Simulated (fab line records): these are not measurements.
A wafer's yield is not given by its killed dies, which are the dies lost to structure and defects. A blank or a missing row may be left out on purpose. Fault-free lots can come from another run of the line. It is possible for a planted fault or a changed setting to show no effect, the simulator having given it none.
Tool commonality check ; flow sky130 ; 11 lots, 33 wafers sampled

== REASON FOR OPENING ==
3 of 11 lots carry a flag on the reading CAPM_CVD_00_THK at SKY_CAPM_THK_MEAS_01. Wafers without a fault read 15.47 nm, standard deviation 0.27.
Rule: a lot is flagged when every wafer of it that has a number lies more than 4 standard deviations from that mean, or none has a number. All remaining lots are regarded as sound.

lot;measured;on;CAPM_CVD_00_THK (nm), wafer by wafer;flag
L725;day 36 22:46;film_metro-04;15.23 15.41 15.72;
L729;day 37 15:16;film_metro-04;15.26 15.62 15.53;
L731;day 38 04:56;film_metro-02;15.74 15.95 15.57;
L733;day 38 22:50;film_metro-02;15.08 15.62 15.27;
L735;day 39 11:54;film_metro-01;13.20 13.67 13.45;FLAGGED
L736;day 39 17:16;film_metro-01;13.39 13.50 13.47;FLAGGED
L737;day 39 23:31;film_metro-04;15.31 15.50 15.68;
L738;day 40 11:48;film_metro-04;13.50 13.95 13.82;FLAGGED
L744;day 42 06:58;film_metro-01;15.64 15.86 15.79;
L745;day 42 14:09;film_metro-04;15.49 15.63 15.70;
L746;day 43 05:38;film_metro-02;15.08 15.35 15.43;
Average over the flagged lots: 13.55 nm; offset from the usual -1.92 nm, equal to -7 standard deviations.

== LOT BY LOT: THE TOOL USED ==
3 process steps preceding the reading are held in the record, out of 708 steps in the route. Each cell gives the tool, then ch followed by the chambers the sampled wafers passed through, then the start.
lot;flag;SKY_VIA2_CVD_21;SKY_METAL3_SPUTTER_04;SKY_CAPM_CVD_00
L725;;cvd_w-02 ch 0,1, day 36 21:59;pvd_sputter-04, day 36 22:42;pecvd-02 ch 0,1,2, day 36 22:45
L729;;cvd_w-01 ch 0,1, day 37 14:29;pvd_sputter-01, day 37 15:10;pecvd-04 ch 1,2, day 37 15:13
L731;;cvd_w-01 ch 0,1, day 38 04:08;pvd_sputter-02, day 38 04:52;pecvd-04 ch 0,2, day 38 04:55
L733;;cvd_w-02 ch 0,1, day 38 22:03;pvd_sputter-02, day 38 22:46;pecvd-01 ch 0,1,2, day 38 22:49
L735;FLAGGED;cvd_w-01 ch 0,1, day 39 11:06;pvd_sputter-04, day 39 11:49;pecvd-04 ch 1,2, day 39 11:52
L736;FLAGGED;cvd_w-02 ch 0,1, day 39 16:29;pvd_sputter-02, day 39 17:10;pecvd-04 ch 0,1,2, day 39 17:13
L737;;cvd_w-01 ch 0,1, day 39 22:44;pvd_sputter-04, day 39 23:25;pecvd-01 ch 0,1,2, day 39 23:28
L738;FLAGGED;cvd_w-02 ch 0,1, day 40 11:00;pvd_sputter-01, day 40 11:43;pecvd-04 ch 0,2, day 40 11:46
L744;;cvd_w-02 ch 0,1, day 42 06:11;pvd_sputter-01, day 42 06:52;pecvd-01 ch 1,2, day 42 06:55
L745;;cvd_w-02 ch 0,1, day 42 13:23;pvd_sputter-01, day 42 14:04;pecvd-02 ch 0,1,2, day 42 14:07
L746;;cvd_w-02 ch 0,1, day 43 04:50;pvd_sputter-01, day 43 05:34;pecvd-01 ch 0,2, day 43 05:37
What the steps here do:
- SKY_VIA2_CVD_21: deposits W, target thk 420 nm, time 126.4 s.
- SKY_METAL3_SPUTTER_04: material TiN, target thk 70 nm, time 58.3 s.
- SKY_CAPM_CVD_00: deposits SiO2, target thk 15.5 nm.
- SKY_CAPM_THK_MEAS_01

== FLAGGED AGAINST TOTAL, ONE TOOL AT A TIME (gauges that did the reading follow at the end) ==
step;tool;lots run;flagged;share of the flagged lots;sound lots run after its first flagged lot
SKY_VIA2_CVD_21;cvd_w-01;4;1;some;1 (L737)
SKY_VIA2_CVD_21;cvd_w-02;7;2;some;3 (L744,L745,L746)
SKY_METAL3_SPUTTER_04;pvd_sputter-01;5;1;some;3 (L744,L745,L746)
SKY_METAL3_SPUTTER_04;pvd_sputter-02;3;1;some;0
SKY_METAL3_SPUTTER_04;pvd_sputter-04;3;1;some;1 (L737)
SKY_CAPM_CVD_00;pecvd-01;4;0;none;-
SKY_CAPM_CVD_00;pecvd-02;2;0;none;-
SKY_CAPM_CVD_00;pecvd-04;5;3;all;0
SKY_CAPM_THK_MEAS_01;film_metro-01;3;2;some;1 (L744)
SKY_CAPM_THK_MEAS_01;film_metro-02;3;0;none;-
SKY_CAPM_THK_MEAS_01;film_metro-04;5;1;some;1 (L745)

== WHAT IS ALLOWED BY THE TABLE ==
All flagged lots share 1 row of the table, namely pecvd-04 at SKY_CAPM_CVD_00.
- pecvd-04 at SKY_CAPM_CVD_00: 3 of its 5 lots flagged. Last sound lot L731 at day 38 04:55, first flagged lot L735 at day 39 11:52; a fault beginning in between fits.
pecvd-04 at SKY_CAPM_CVD_00 is the single tool remaining.

== WHAT HAD BEEN PUT IN BY THE SIMULATOR ==
Site profile drift: pecvd-04, from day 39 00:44 on, at SKY_CAPM_CVD_00. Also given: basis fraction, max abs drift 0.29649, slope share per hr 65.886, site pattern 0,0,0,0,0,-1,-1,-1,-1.
Struck lots among those shown: L735, L736, L738. The rule given above showed the same thing.
